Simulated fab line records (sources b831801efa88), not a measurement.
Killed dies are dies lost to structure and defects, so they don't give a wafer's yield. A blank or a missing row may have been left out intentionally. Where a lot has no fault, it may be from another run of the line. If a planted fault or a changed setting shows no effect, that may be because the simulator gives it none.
8D (eight disciplines) problem report, filled in by code ; flow sfq line ; the parts of the form that need people (team, actions taken, sign-off) are left out

== 1. WHAT WENT WRONG ==
At SFQ_TRILAYER_I3_VIA_ETCH_VIA_ETCH_088, rf fwd power W averages 418.0 W over 6 wafers from 2 lots, while fault-free wafers read 497.8 W, standard deviation 1.7. That is -47 standard deviations from the usual mean.
The step: etches SiO2 in CHF3, stops on Nb, target depth 260 nm.
Seen first at day 42 15:30 on rie diel-03, wafer L166.1. The record has a number at this step for 18 wafers belonging to 6 lots. Rule for "out" (also "out of limits"): further than 4 standard deviations from the usual mean. The other wafers with a number count as sound.

== 2. WHAT IT IS AND WHAT IT IS NOT ==
question;is;is not
which readings at this step;rf fwd power W;drypump motor current A, oes product au
which lots;L166, L168;L172, L174, L175, L177
which wafers of those lots;all that have a number;-
read on which tools;rie diel-03;rie diel-02, rie diel-04
when;from day 42 15:30;"up to then (0 sound wafers); but 12 sound wafers of L172, L174, L175, L177 came after"

== 3. THE SUSPECTS, EACH WITH WHAT RULES IT OUT ==
Counting: a tool at any process step up to the reading remains a suspect when it ran all the lots that are out and ran no sound lot after the first of those.
- rie diel-03 at SFQ_TRILAYER_I3_VIA_BARC_OPEN_VIA_ETCH_121 (etches BARC in O2, target depth 125 nm, time 41.7 s): ruled out as a lasting fault. The sound lots L177 went through it after L166, its earliest lot that is out (day 42 15:28).
- rie diel-03 at SFQ_TRILAYER_I3_VIA_ETCH_VIA_ETCH_088 (etches SiO2 in CHF3, stops on Nb, target depth 260 nm): ruled out as a lasting fault. The sound lots L177 went through it after L166, its earliest lot that is out (day 42 15:30).
Left after counting: nothing in the record.

== 4. THE CAUSE (what the simulator had put in) ==
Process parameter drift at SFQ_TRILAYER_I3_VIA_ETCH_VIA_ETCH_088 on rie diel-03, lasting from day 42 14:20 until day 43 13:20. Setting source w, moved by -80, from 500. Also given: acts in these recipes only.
Counting ruled it out, wrongly.

== 5. THE EFFECT CHAIN, in route order ==
Rows list readings where the struck wafers' mean (over those with a number) sits beyond 3 standard deviations from the usual. Scope: only readings with a usual standard deviation given in the record; hours: median across lots of the time from each lot's start at the first step in this table that gives one to its start at this step; sigmas: change in usual standard deviations.
hours;step;reading;usual;on struck wafers;change;sigmas
0;SFQ_TRILAYER_I3_VIA_ETCH_VIA_ETCH_088;rf fwd power W;497.8 W;418.0;-79.8;-47
Here are the process steps it includes:
- SFQ_TRILAYER_I3_VIA_ETCH_VIA_ETCH_088: etches SiO2 in CHF3, stops on Nb, target depth 260 nm.

== 6. HOW IT WOULD HAVE BEEN CAUGHT EARLIER ==
In this record the first reading out of limits was taken at day 42 15:30, 1 hour after the fault began at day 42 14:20.
